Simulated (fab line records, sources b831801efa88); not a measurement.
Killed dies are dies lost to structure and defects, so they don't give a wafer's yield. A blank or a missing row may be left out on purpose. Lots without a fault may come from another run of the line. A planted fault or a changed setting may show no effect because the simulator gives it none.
fab line records | flow gf180mcu
record lots=13 wafers=39 last_day=34
route steps=602 shown MVPSD@82 CONTACT@290 V1@357 V2@387
lots that met no fault: from a run of the same line without faults
start_h: hours from the record's first day to the start of the lot's first wafer shown | wait_h: hours since the lot's step before | " the same as in the row above | L1.1+2: a row that stands for several wafers | - no value, or no start given | * or withheld: withheld | < > ~ a bound
route shown NAME@n: a module of which the file shows steps, and the number in the route of the first | usual: mean/standard deviation of fault-free wafers | same: alike in all rows | chamber/n: place in a boat | sites: the reading at each site | _std_site: their standard deviation | _edge_site: outer sites' mean less inner sites' | radius_mm: how far each site lies from the wafer's centre | mask NAME#n: copy n | behind: the tool/chamber that last shaped the wafer | hold: why the lot was held/for how many hours/how that ended | device: the transistor (n, p or np) that didn't switch | end of line: the same wafers' tests at the end of the route | a step without rows: its recipe alone | killed: dies lost to structure and defects at the first sort, not the wafer's yield | map: a wafer's dies, x killed, . not, _ none there
set.NAME: the setting as run; set.NAME@STEP: as run at that earlier step | model.NAME: the simulator's own value behind a step, which no gauge read
steps of the route over a sample of lots; a table a step, a row a wafer
services: from which hour (start_h, from the record's first day; less than 0 if before it) a tool's chamber was out of use, for how many hours, and why
## steps
# step GF_MVPSD_EXPOSE_04
# recipe mask_id=MVPSD target_cd_nm=1000 na=0.6 source_shape=conventional sigma_outer=0.6 dose_mj=260
# usual exposure_dose_mJ_cm2=260.00/0.28
# columns lot.wafer tool chamber start_h wait_h mask exposure_dose_mJ_cm2
L899.2 iline_stepper-02 0 91.80 - MVPSD#0 260.17
L899.4 " 0 " " MVPSD#0 260.11
L899.6 " 0 " " MVPSD#0 260.19
L900.4 iline_stepper-01 0 95.29 - MVPSD#0 260.34
L900.5 " 0 " " MVPSD#0 260.20
L900.6 " 0 " " MVPSD#0 260.17
L901.1 iline_stepper-02 0 100.93 - MVPSD#0 260.13
L901.2 " 0 " " MVPSD#0 260.11
L901.6 " 0 " " MVPSD#0 259.65
L905.2 iline_stepper-02 0 130.00 - LVPWELL#0 259.93
L905.4 " 0 " " LVPWELL#0 259.51
L905.6 " 0 " " LVPWELL#0 259.65
L907.1 iline_stepper-02 0 138.66 - MVPSD#0 259.72
L907.2 " 0 " " MVPSD#0 259.75
L907.4 " 0 " " MVPSD#0 259.98
L912.3 iline_stepper-01 0 167.69 - MVPSD#0 260.14
L912.5 " 0 " " MVPSD#0 259.41
L912.6 " 0 " " MVPSD#0 260.00
L914.1 iline_stepper-02 0 178.58 - MVPSD#0 259.97
L914.2 " 0 " " MVPSD#0 260.14
L914.3 " 0 " " MVPSD#0 259.92
L915.2 iline_stepper-01 0 182.95 - MVPSD#0 260.09
L915.5 " 0 " " MVPSD#0 259.93
L915.6 " 0 " " MVPSD#0 259.93
L916.2 iline_stepper-01 0 190.82 - MVPSD#0 259.46
L916.3 " 0 " " MVPSD#0 259.74
L916.6 " 0 " " MVPSD#0 259.49
L918.1 iline_stepper-02 0 200.90 - MVPSD#0 259.99
L918.4 " 0 " " MVPSD#0 260.01
L918.5 " 0 " " MVPSD#0 259.88
L920.1 iline_stepper-02 0 214.23 - MVPSD#0 259.56
L920.4 " 0 " " MVPSD#0 259.61
L920.6 " 0 " " MVPSD#0 259.71
L921.2 iline_stepper-01 0 217.75 - MVPSD#0 260.29
L921.3 " 0 " " MVPSD#0 260.46
L921.5 " 0 " " MVPSD#0 260.15
L922.1 iline_stepper-02 0 224.17 - MVPSD#0 260.37
L922.3 " 0 " " MVPSD#0 260.01
L922.6 " 0 " " MVPSD#0 259.74
# step GF_MVPSD_OVL_MEAS_07
# usual MVPSD_OVL=-0.3/1.4
# columns lot.wafer tool chamber start_h wait_h MVPSD_OVL[nm]
L899.2 overlay-02 - 98.66 - 0.2
L899.4 " - " " 3.9
L899.6 " - " " 1.5
L900.4 overlay-02 - 102.37 - -2.0
L900.5 " - " " -0.5
L900.6 " - " " -1.7
L901.1 overlay-01 - 108.06 - 0.3
L901.2 " - " " 1.0
L901.6 " - " " 2.7
L905.2 overlay-01 - 137.26 - -
L905.4 " - " " -
L905.6 " - " " -
L907.1 overlay-01 - 146.50 - -1.0
L907.2 " - " " -1.7
L907.4 " - " " -1.6
L912.3 overlay-02 - 175.66 - -0.8
L912.5 " - " " -1.8
L912.6 " - " " 0.0
L914.1 overlay-02 - 186.16 - 0.9
L914.2 " - " " 0.6
L914.3 " - " " -1.7
L915.2 overlay-01 - 191.31 - 1.0
L915.5 " - " " -1.5
L915.6 " - " " -0.2
L916.2 overlay-01 - 199.41 - -0.2
L916.3 " - " " -1.0
L916.6 " - " " -2.2
L918.1 overlay-02 - 209.41 - -2.6
L918.4 " - " " -0.1
L918.5 " - " " -0.7
L920.1 overlay-01 - 222.70 - 1.6
L920.4 " - " " 0.8
L920.6 " - " " -0.7
L921.2 overlay-01 - 226.46 - 0.2
L921.3 " - " " 0.8
L921.5 " - " " -2.5
L922.1 overlay-01 - 233.05 - -0.6
L922.3 " - " " 1.0
L922.6 " - " " 1.9
# step GF_MVPSD_TW_MEAS_11
# usual MVPSD_TW=550/7.7
# columns lot.wafer tool chamber start_h wait_h MVPSD_TW
L899.2 film_metro-04 - 99.10 0.1 556
L899.4 " - " " 558
L899.6 " - " " 556
L900.4 film_metro-03 - 102.82 0.1 540
L900.5 " - " " 537
L900.6 " - " " 541
L901.1 film_metro-03 - 108.49 0.1 537
L901.2 " - " " 539
L901.6 " - " " 538
L905.2 film_metro-04 - 137.70 0.1 30
L905.4 " - " " 30
L905.6 " - " " 30
L907.1 film_metro-04 - 146.94 0.1 558
L907.2 " - " " 558
L907.4 " - " " 559
L912.3 film_metro-01 - 176.11 0.1 559
L912.5 " - " " 558
L912.6 " - " " 556
L914.1 film_metro-04 - 186.59 0.1 560
L914.2 " - " " 556
L914.3 " - " " 556
L915.2 film_metro-01 - 191.75 0.1 557
L915.5 " - " " 558
L915.6 " - " " 559
L916.2 film_metro-04 - 199.85 0.1 557
L916.3 " - " " 559
L916.6 " - " " 559
L918.1 film_metro-03 - 209.84 0.1 544
L918.4 " - " " 545
L918.5 " - " " 541
L920.1 film_metro-01 - 223.14 0.1 558
L920.4 " - " " 556
L920.6 " - " " 556
L921.2 film_metro-04 - 226.90 0.1 554
L921.3 " - " " 556
L921.5 " - " " 558
L922.1 film_metro-01 - 233.49 0.1 556
L922.3 " - " " 554
L922.6 " - " " 555
# step GF_CONTACT_THK_MEAS_03
# recipe reads=SiO2_of_CONTACT_CVD_02
# usual CONTACT_CVD_02_THK=859/13
# columns lot.wafer tool chamber start_h wait_h CONTACT_CVD_02_THK[nm]
L899.2 film_metro-04 - 342.09 0.0 846
L899.4 " - " " 859
L899.6 " - " " 861
L900.4 film_metro-03 - 344.39 0.0 876
L900.5 " - " " 878
L900.6 " - " " 879
L901.1 film_metro-03 - 358.27 0.0 855
L901.2 " - " " 852
L901.6 " - " " 869
L905.2 film_metro-04 - 394.95 0.0 882
L905.4 " - " " 873
L905.6 " - " " 878
L907.1 film_metro-04 - 410.60 0.0 855
L907.2 " - " " 857
L907.4 " - " " 866
L912.3 film_metro-01 - 454.78 0.1 864
L912.5 " - " " 846
L912.6 " - " " 873
L914.1 film_metro-03 - 472.36 0.0 854
L914.2 " - " " 837
L914.3 " - " " 860
L915.2 film_metro-01 - 477.72 0.0 850
L915.5 " - " " 890
L915.6 " - " " 860
L916.2 film_metro-01 - 486.92 0.0 838
L916.3 " - " " 843
L916.6 " - " " 880
L918.1 film_metro-03 - 501.72 0.0 856
L918.4 " - " " 842
L918.5 " - " " 842
L920.1 film_metro-03 - 521.79 0.0 863
L920.4 " - " " 875
L920.6 " - " " 858
L921.2 film_metro-01 - 523.62 0.0 832
L921.3 " - " " 845
L921.5 " - " " 876
L922.1 film_metro-04 - 531.26 0.0 845
L922.3 " - " " 843
L922.6 " - " " 871
# step GF_V1_SPUTTER_22
# recipe material=TiN target_thk_nm=10 chamber_pressure_pa=5 power_w=4000 time_s=40
# usual throttle_valve_pct=30.1/1.2
# columns lot.wafer tool chamber start_h wait_h throttle_valve_pct
L899.2 pvd_sputter-03 - 413.87 0.0 28.7
L899.4 " - " " 29.4
L899.6 " - " " 29.4
L900.4 pvd_sputter-04 - 415.54 0.0 29.2
L900.5 " - " " 28.8
L900.6 " - " " 31.5
L901.1 pvd_sputter-01 - 431.27 0.0 32.5
L901.2 " - " " 29.6
L901.6 " - " " 30.2
L905.2 pvd_sputter-03 - 470.83 0.0 29.2
L905.4 " - " " 28.7
L905.6 " - " " 29.7
L907.1 pvd_sputter-04 - 487.05 0.0 28.8
L907.2 " - " " 30.1
L907.4 " - " " 30.2
L912.3 pvd_sputter-01 - 530.27 0.0 30.2
L912.5 " - " " 32.9
L912.6 " - " " 31.2
L914.1 pvd_sputter-03 - 546.08 0.0 29.4
L914.2 " - " " 29.5
L914.3 " - " " 29.4
L915.2 pvd_sputter-04 - 551.76 0.0 31.6
L915.5 " - " " 29.0
L915.6 " - " " 31.7
L916.2 pvd_sputter-03 - 559.51 0.0 29.6
L916.3 " - " " 29.3
L916.6 " - " " 29.8
L918.1 pvd_sputter-01 - 573.18 0.0 32.9
L918.4 " - " " 29.8
L918.5 " - " " 31.2
L920.1 pvd_sputter-04 - 592.46 0.0 29.5
L920.4 " - " " 28.9
L920.6 " - " " 29.2
L921.2 pvd_sputter-01 - 593.08 0.0 33.1
L921.3 " - " " 31.2
L921.5 " - " " 29.6
L922.1 pvd_sputter-01 - 601.06 0.0 31.2
L922.3 " - " " 32.9
L922.6 " - " " 29.7
# step GF_V2_BOW_MEAS_05
# recipe mode=bow
# usual V2_BOW=99/8.1
# columns lot.wafer tool chamber start_h wait_h V2_BOW[um]
L899.2 film_metro-03 - 440.65 0.2 102
L899.4 " - " " 98
L899.6 " - " " 111
L900.4 film_metro-04 - 442.73 0.2 89
L900.5 " - " " 95
L900.6 " - " " 87
L901.1 film_metro-04 - 456.61 0.2 97
L901.2 " - " " 98
L901.6 " - " " 94
L905.2 film_metro-04 - 496.50 0.2 109
L905.4 " - " " 109
L905.6 " - " " 109
L907.1 film_metro-04 - 513.57 0.1 88
L907.2 " - " " 95
L907.4 " - " " 99
L912.3 film_metro-03 - 554.74 0.1 104
L912.5 " - " " 98
L912.6 " - " " 95
L914.1 film_metro-04 - 571.17 0.1 111
L914.2 " - " " 108
L914.3 " - " " 94
L915.2 film_metro-04 - 574.93 0.1 113
L915.5 " - " " 102
L915.6 " - " " 122
L916.2 film_metro-04 - 583.38 0.1 105
L916.3 " - " " 101
L916.6 " - " " 106
L918.1 film_metro-03 - 596.42 0.1 103
L918.4 " - " " 117
L918.5 " - " " 108
L920.1 film_metro-04 - 615.71 0.2 110
L920.4 " - " " 101
L920.6 " - " " 113
L921.2 film_metro-03 - 616.54 0.2 102
L921.3 " - " " 107
L921.5 " - " " 98
L922.1 film_metro-04 - 623.89 0.2 96
L922.3 " - " " 97
L922.6 " - " " 94
## services
# columns tool chamber start_h hours kind
iline_stepper-02 - 98.82 1.7 pm
pvd_sputter-03 - 142.92 1.4 repair
iline_stepper-02 - 157.52 0.8 pm
pvd_sputter-01 - 180.33 1.0 repair
pvd_sputter-01 - 189.40 2.3 repair
pvd_sputter-03 - 237.09 7.6 repair
pvd_sputter-04 - 238.31 1.6 repair
iline_stepper-02 - 245.33 2.4 repair
iline_stepper-02 - 247.37 7.1 repair
pvd_sputter-01 - 275.21 7.2 repair
iline_stepper-01 - 281.61 1.7 pm
pvd_sputter-01 - 289.57 1.3 repair
iline_stepper-01 - 301.42 2.1 pm
iline_stepper-02 - 317.00 1.7 pm
pvd_sputter-01 - 340.06 3.3 repair
iline_stepper-01 - 372.01 0.8 pm
iline_stepper-02 - 377.88 12.2 repair
pvd_sputter-01 - 412.45 2.3 repair
iline_stepper-01 - 418.63 15.9 repair
iline_stepper-02 - 430.25 3.3 repair
iline_stepper-02 - 461.83 6.6 repair
iline_stepper-01 - 499.79 1.7 pm
iline_stepper-02 - 535.18 1.7 pm
iline_stepper-02 - 567.50 2.1 pm
## key
first_sign step=GF_MVPSD_EXPOSE_04 reading=mask direction=changed
effect step=GF_MVPSD_OVL_MEAS_07 reading=MVPSD_OVL direction=missing
effect step=GF_MVPSD_TW_MEAS_11 reading=MVPSD_TW direction=down sigmas=68 usual=550 struck=30
met_at GF_MVPSD_EXPOSE_04
struck_lots L905
sort_left_out L905.2,L905.4,L905.6
tester_left_out L905
not_acting_at GF_CONTACT_THK_MEAS_03,GF_V1_SPUTTER_22,GF_V2_BOW_MEAS_05
onset_between 100.93 130.00
fault kind=wrong_mask tool=any chamber=- onset_h=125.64 steps=GF_MVPSD_EXPOSE_04 aux_copy=LVPWELL#0 scope=struck_lots_only
# tester_left_out: of these lots the tester's yield and bins aren't shown, on N5 and GAA mostly nor the transistor test; their killed dies are dies lost to structure and defects alone, not to doping, threshold or leakage, so they don't give the yield
# sort_left_out: the simulated sort isn't trusted on such a fault, so these wafers' sort isn't shown, and their yield isn't known
